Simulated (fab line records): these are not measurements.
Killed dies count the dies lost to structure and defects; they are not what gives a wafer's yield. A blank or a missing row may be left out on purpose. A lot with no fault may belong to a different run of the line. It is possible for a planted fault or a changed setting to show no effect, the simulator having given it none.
Which tool was responsible? || flow gf180mcu || 24 lots, 72 wafers sampled, at 2 steps of a route of 602

## WHAT THE GAUGES READ, wafer by wafer
GF_SALICIDE_RS_MEAS_04: measurement is done with a four-point probe.
{"lot": "L074", "measured": "day 15 07:49", "on": "film_metro-01", "SALICIDE_TIN_RS (ohm/sq)": "16.4 16.5 16.2"}
{"lot": "L075", "measured": "day 15 08:34", "on": "film_metro-01", "SALICIDE_TIN_RS (ohm/sq)": "16.5 16.5 16.0"}
{"lot": "L076", "measured": "day 15 19:36", "on": "film_metro-04", "SALICIDE_TIN_RS (ohm/sq)": "16.2 16.4 16.0"}
{"lot": "L077", "measured": "day 16 03:27", "on": "film_metro-04", "SALICIDE_TIN_RS (ohm/sq)": "16.6 16.5 16.3"}
{"lot": "L078", "measured": "day 16 16:16", "on": "film_metro-03", "SALICIDE_TIN_RS (ohm/sq)": "16.6 16.6 16.7"}
{"lot": "L079", "measured": "day 16 22:49", "on": "film_metro-04", "SALICIDE_TIN_RS (ohm/sq)": "17.1 16.9 17.2"}
{"lot": "L080", "measured": "day 17 15:04", "on": "film_metro-03", "SALICIDE_TIN_RS (ohm/sq)": "16.2 16.5 16.1"}
{"lot": "L081", "measured": "day 17 20:32", "on": "film_metro-03", "SALICIDE_TIN_RS (ohm/sq)": "16.8 17.0 17.1"}
{"lot": "L082", "measured": "day 18 06:41", "on": "film_metro-04", "SALICIDE_TIN_RS (ohm/sq)": "16.0 15.9 15.9"}
{"lot": "L083", "measured": "day 18 12:39", "on": "film_metro-03", "SALICIDE_TIN_RS (ohm/sq)": "16.8 16.8 16.7"}
{"lot": "L084", "measured": "day 18 18:11", "on": "film_metro-03", "SALICIDE_TIN_RS (ohm/sq)": "16.7 16.9 16.7"}
{"lot": "L085", "measured": "day 19 02:07", "on": "film_metro-01", "SALICIDE_TIN_RS (ohm/sq)": "16.6 16.8 16.6"}
{"lot": "L086", "measured": "day 19 18:38", "on": "film_metro-04", "SALICIDE_TIN_RS (ohm/sq)": "16.2 16.5 16.2"}
{"lot": "L087", "measured": "day 20 00:55", "on": "film_metro-01", "SALICIDE_TIN_RS (ohm/sq)": "16.2 16.2 15.9"}
{"lot": "L088", "measured": "day 20 07:37", "on": "film_metro-03", "SALICIDE_TIN_RS (ohm/sq)": "16.4 16.4 16.1"}
{"lot": "L089", "measured": "day 20 15:49", "on": "film_metro-04", "SALICIDE_TIN_RS (ohm/sq)": "16.5 16.7 16.5"}
{"lot": "L090", "measured": "day 20 23:20", "on": "film_metro-04", "SALICIDE_TIN_RS (ohm/sq)": "15.9 16.4 16.0"}
{"lot": "L091", "measured": "day 21 05:34", "on": "film_metro-01", "SALICIDE_TIN_RS (ohm/sq)": "16.6 16.6 16.7"}
{"lot": "L092", "measured": "day 21 12:19", "on": "film_metro-01", "SALICIDE_TIN_RS (ohm/sq)": "16.1 16.5 16.4"}
{"lot": "L093", "measured": "day 22 05:00", "on": "film_metro-01", "SALICIDE_TIN_RS (ohm/sq)": "16.6 16.8 16.5"}
{"lot": "L094", "measured": "day 22 07:47", "on": "film_metro-03", "SALICIDE_TIN_RS (ohm/sq)": "16.1 16.4 16.2"}
{"lot": "L095", "measured": "day 22 15:55", "on": "film_metro-03", "SALICIDE_TIN_RS (ohm/sq)": "15.9 16.2 16.2"}
{"lot": "L096", "measured": "day 23 02:22", "on": "film_metro-03", "SALICIDE_TIN_RS (ohm/sq)": "16.6 16.1 16.6"}
{"lot": "L097", "measured": "day 23 10:40", "on": "film_metro-03", "SALICIDE_TIN_RS (ohm/sq)": "16.1 16.1 16.3"}

GF_V1_OVL_MEAS_15.
{"lot": "L074", "measured": "day 18 07:23", "on": "overlay-02", "V1_OVL (nm)": "6 5 6"}
{"lot": "L075", "measured": "day 18 08:04", "on": "overlay-02", "V1_OVL (nm)": "-2 -1 -9"}
{"lot": "L076", "measured": "day 18 23:31", "on": "overlay-02", "V1_OVL (nm)": "4 -10 -8"}
{"lot": "L077", "measured": "day 19 05:26", "on": "overlay-01", "V1_OVL (nm)": "3 7 -8"}
{"lot": "L078", "measured": "day 19 18:55", "on": "overlay-01", "V1_OVL (nm)": "-11 -4 -5"}
{"lot": "L079", "measured": "day 20 02:31", "on": "overlay-02", "V1_OVL (nm)": "6 1 1"}
{"lot": "L080", "measured": "day 20 18:54", "on": "overlay-01", "V1_OVL (nm)": "4 6 -2"}
{"lot": "L081", "measured": "day 21 01:15", "on": "overlay-02", "V1_OVL (nm)": "2 1 -3"}
{"lot": "L082", "measured": "day 21 11:17", "on": "overlay-02", "V1_OVL (nm)": "8 -4 -7"}
{"lot": "L083", "measured": "day 21 18:05", "on": "overlay-02", "V1_OVL (nm)": "0 2 -1"}
{"lot": "L084", "measured": "day 21 22:05", "on": "overlay-01", "V1_OVL (nm)": "-3 -5 -8"}
{"lot": "L085", "measured": "day 22 06:35", "on": "overlay-01", "V1_OVL (nm)": "2 -2 -3"}
{"lot": "L086", "measured": "day 22 22:31", "on": "overlay-02", "V1_OVL (nm)": "-5 -10 -9"}
{"lot": "L087", "measured": "day 23 03:26", "on": "overlay-02", "V1_OVL (nm)": "-1 4 -7"}
{"lot": "L088", "measured": "day 23 08:31", "on": "overlay-01", "V1_OVL (nm)": "-12 -4 2"}
{"lot": "L089", "measured": "day 23 18:29", "on": "overlay-01", "V1_OVL (nm)": "-9 -3 -3"}
{"lot": "L090", "measured": "day 24 00:26", "on": "overlay-01", "V1_OVL (nm)": "-11 -11 -11"}
{"lot": "L091", "measured": "day 24 06:53", "on": "overlay-01", "V1_OVL (nm)": "-9 1 3"}
{"lot": "L092", "measured": "day 24 12:02", "on": "overlay-02", "V1_OVL (nm)": "-2 -3 7"}
{"lot": "L093", "measured": "day 25 05:16", "on": "overlay-01", "V1_OVL (nm)": "2 9 2"}
{"lot": "L094", "measured": "day 25 07:32", "on": "overlay-01", "V1_OVL (nm)": "0 -4 -8"}
{"lot": "L095", "measured": "day 25 14:35", "on": "overlay-02", "V1_OVL (nm)": "-7 -3 -6"}
{"lot": "L096", "measured": "day 26 00:35", "on": "overlay-01", "V1_OVL (nm)": "6 -1 1"}
{"lot": "L097", "measured": "day 26 07:34", "on": "overlay-01", "V1_OVL (nm)": "1 -2 -4"}

## WHICH TOOL RAN EACH LOT (tool, then ch and the chambers of the sampled wafers, then the start)
There is no process step in the record ahead of these readings.

## AS READ BY THE TOOLS THEMSELVES (means over the sampled wafers that have a number; for cases with no such wafer, the mark the record gives instead)
The record holds no such reading with a usual standard deviation.

## THE ANSWER, worked out from the rows above alone
Rule: what is usual is taken from the lots themselves. Put in order of their means at a reading, lots are off if they are a third of the lots or fewer, leave a main group of 4 or more, and stand apart from it by a gap of 3 or more times the standard deviation of the main group's means; of several such gaps the widest counts. The tables above print the reading to a certain number of digits; a main group whose means all agree to those digits is not used. Also off: a lot with no number at a reading for which 4 or more lots have one. Any other lot the step has rows for is counted as sound. The gauges are gone through in route order, then the tools' own readings, and for those a lot's mean is taken as printed above. At the first step where some lot is off, the reading lying furthest off is the one used; lots without a number count as furthest.
Nothing can be told from this: no lot is off at any reading shown.

## WHAT THE SIMULATOR HAD INSERTED
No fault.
